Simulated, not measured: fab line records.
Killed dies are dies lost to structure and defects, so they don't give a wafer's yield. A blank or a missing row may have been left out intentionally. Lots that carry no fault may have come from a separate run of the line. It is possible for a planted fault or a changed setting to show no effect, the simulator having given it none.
Matching of chambers -- flow sky130 -- SKY_VIA1_HDPCVD_00 on hdpcvd-01: 3 sister chambers
The step deposits SiO2, target thk 1030 nm, time 171.7 s. 6 wafers are shown with their chamber, then 7 later ones without.

## WAFERS WITH THEIR CHAMBER
wafer,chamber,susceptor-temp-C (C)
L795.5,0,400.46
L801.3,0,400.08
L805.2,2,400.03
L805.5,1,399.63
L808.1,2,399.81
L808.2,1,400.11

## WAFERS WITH NO CHAMBER GIVEN
wafer,susceptor-temp-C (C)
L808.5,400.35
L811.4,400.02
L811.5,399.92
L811.6,399.93
L815.3,400.14
L815.4,399.83
L815.6,400.03

## WHICH CHAMBER EACH WENT THROUGH
wafer,from the rows above,in truth
L808.5,can't be placed: 0 or 2 or 1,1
L811.4,can't be placed: 2 or 1 or 0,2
L811.5,can't be placed: 2 or 1 or 0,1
L811.6,can't be placed: 2 or 1 or 0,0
L815.3,can't be placed: 0 or 2 or 1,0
L815.4,can't be placed: 1 or 2 or 0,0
L815.6,can't be placed: 2 or 1 or 0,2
Placed correctly: 0 of 7. Cannot be placed on the basis of these rows: 7; the candidates contain the true chamber in 7. Placed wrongly: 0.
How it was worked out, from the rows above alone: a wafer's distance from a chamber is the root of the sum, over the readings, of the square of ((its reading less the chamber's mean) divided by the reading's scatter). The wafer belongs to the nearest chamber; if the next one is less than 2 further off, it can't be placed. The mean given for a chamber averages the wafers shown for that chamber. The scatter is the square root of a quotient: the sum, over the shown wafers, of each reading's squared deviation from its chamber's mean, divided by wafers minus chambers.
